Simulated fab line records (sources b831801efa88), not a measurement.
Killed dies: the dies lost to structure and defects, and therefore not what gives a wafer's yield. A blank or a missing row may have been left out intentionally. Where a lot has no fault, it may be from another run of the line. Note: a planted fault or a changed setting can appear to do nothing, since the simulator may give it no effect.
Comparing a struck lot with a sound one | flow gf180mcu | 14 steps out of a route of 602
Sound: these wafers, L711.1, L711.2, L711.6. Wafers struck: L722.3, L722.5, L722.6. At the end, the cause is stated.
For every step that has rows: the tool of each side, followed by ch and its chambers, followed by its first start. Under that, the readings that differ: sound wafers | struck wafers | difference of the means | sigmas: that difference in standard deviations of wafers without a fault.
alike: same words and numbers on both sides, and readings whose means sit less than 2 such deviations apart. not compared: any withheld reading, any reading some wafer has no value for, any bound like >300 that may hide the same value, and any number with overlapping values for which the record gives no deviation.
Wherever a step has rows on one side only, a row that says differs or no value, or a row with sigmas, the two part there. When numbers do not overlap yet have no deviation, they are printed without sigmas and do not part them. A reading that every wafer of one side lacks parts them only if that side has two wafers or more.

GF_M2_SPUTTER_00: material Ti, target thk 37.5 nm, time 150 s.
  sound on pvd_sputter-02, day 21 01:05; struck on pvd_sputter-03, day 24 17:58
  alike: throttle_valve_pct
GF_M2_SPUTTER_01: material TiN, target thk 30 nm, time 25 s.
  sound on pvd_sputter-02, day 21 01:11; struck on pvd_sputter-03, day 24 18:04
  alike: throttle_valve_pct
GF_M2_SPUTTER_02: material AlCu, target thk 450 nm, time 23.9 s.
  sound on pvd_sputter-02, day 21 01:13; struck on pvd_sputter-03, day 24 18:05
  alike: throttle_valve_pct
GF_M2_SPUTTER_03: material Ti, target thk 10 nm, time 6.7 s.
  sound on pvd_sputter-02, day 21 01:14; struck on pvd_sputter-03, day 24 18:07
  alike: throttle_valve_pct
GF_M2_SPUTTER_04: material TiN, target thk 50 nm, time 41.7 s.
  sound on pvd_sputter-02, day 21 01:16; struck on pvd_sputter-03, day 24 18:08
  alike: throttle_valve_pct
GF_M2_RS_MEAS_05: a four-point-probe measurement.
  sound on film_metro-01, day 21 01:18; struck on film_metro-03, day 24 18:13
  alike: M2_ALCU_RS
GF_M2_THK_MEAS_06: measures by xrf.
  sound on film_metro-01, day 21 01:25; struck on film_metro-03, day 24 18:19
  alike: M2_ALCU_THK
then, 5 steps without rows for these wafers: GF_M2_DEHYDRATE_07 (time 60 s); GF_M2_HMDS_08 (prime time 60 s); GF_M2_COAT_09 (resist thk 1000 nm); GF_M2_SOFTBAKE_10 (time 60 s); GF_M2_EXPOSE_11 (exposes mask Metal2, target cd 280 nm).
GF_M2_PEB_12: peb time 90 s.
  struck on litho_track-02, day 25 15:43; sound on litho_track-01 ch 0, day 21 23:59
  no value came back on the struck wafers for chill_plate_temp_C (C), exhaust_pa (Pa), plate_temp_C (C); on the sound wafers chill_plate_temp_C (C) reads 23.06 23.09 23.23
then, 1 step without rows for these wafers: GF_M2_DEVELOP_13 (develop time 60 s).

WHERE THEY PART
Within this record, at GF_M2_PEB_12 only.

WHY: whatever the simulator had introduced
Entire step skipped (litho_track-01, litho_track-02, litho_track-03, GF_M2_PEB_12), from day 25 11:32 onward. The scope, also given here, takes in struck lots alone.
